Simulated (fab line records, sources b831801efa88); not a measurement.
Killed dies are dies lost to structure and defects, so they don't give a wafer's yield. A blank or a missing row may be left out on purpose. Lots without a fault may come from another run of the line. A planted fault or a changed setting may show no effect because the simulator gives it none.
Which tool did it? | flow sky130 | 6 lots, 18 wafers sampled, at 3 steps of a route of 708

WHAT THE GAUGES READ, wafer by wafer
SKY_LI_CONTACT_RS_MEAS_22: measures by four-point-probe.
lot  | measured     | on            | LI_CONTACT_W_RS (ohm/sq)
L792 | day 30 06:20 | film_metro-02 | 0.294 0.293 0.282
L799 | day 32 21:46 | film_metro-01 | 25.289 25.473 25.284
L801 | day 33 08:24 | film_metro-01 | 0.281 0.282 0.281
L805 | day 35 10:13 | film_metro-03 | 0.288 0.289 0.285
L808 | day 35 13:14 | film_metro-01 | 0.272 0.271 0.271
L810 | day 36 09:14 | film_metro-01 | 0.285 0.282 0.287

WHICH TOOL RAN EACH LOT (tool, then ch and the chambers of the sampled wafers, then the start)
lot  | SKY_SD_P_STRIP_10                    | SKY_LI_CONTACT_CVD_21
L792 | plasma_asher-01 ch 1, day 26 13:51   | cvd_w-02 ch 0,1, day 30 06:12
L799 | plasma_asher-01 ch 0,1, day 29 07:03 | cvd_w-01 ch 1, day 32 21:38
L801 | plasma_asher-01 ch 0,1, day 29 17:44 | cvd_w-01 ch 0,1, day 33 08:16
L805 | plasma_asher-01 ch 0,1, day 31 22:30 | cvd_w-01 ch 0,1, day 35 10:04
L808 | plasma_asher-04 ch 0,1, day 32 01:40 | cvd_w-02 ch 1, day 35 13:05
L810 | plasma_asher-01 ch 1, day 32 23:07   | cvd_w-01 ch 0,1, day 36 09:06
- SKY_SD_P_STRIP_10: strips in O2/N2.
- SKY_LI_CONTACT_CVD_21: deposits W, target thk 400 nm, time 120.56 s.

THE ANSWER, worked out from the rows above alone
Rule: what is usual is taken from the lots themselves. Put in order of their means at a reading, lots are off if they are a third of the lots or fewer, leave a main group of 4 or more, and stand apart from it by a gap of 3 or more times the standard deviation of the main group's means; of several such gaps the widest counts. A main group whose means are all the same, to the digits that the tables above print for the reading, isn't used. A lot without any number at a reading at which 4 lots or more have one is off too. The other lots that the step has rows for count as sound.
Off: L799, at SKY_LI_CONTACT_RS_MEAS_22 (LI_CONTACT_W_RS). The main group: mean 0.283 ohm/sq, standard deviation 0.0064.
A tool fits if, at a process step before that reading, it ran every lot that is off, and no sound lot after the first of them. The gauges at SKY_LI_CONTACT_RS_MEAS_22 are tried like those tools. None of those tried fits.

WHAT THE SIMULATOR HAD PUT IN
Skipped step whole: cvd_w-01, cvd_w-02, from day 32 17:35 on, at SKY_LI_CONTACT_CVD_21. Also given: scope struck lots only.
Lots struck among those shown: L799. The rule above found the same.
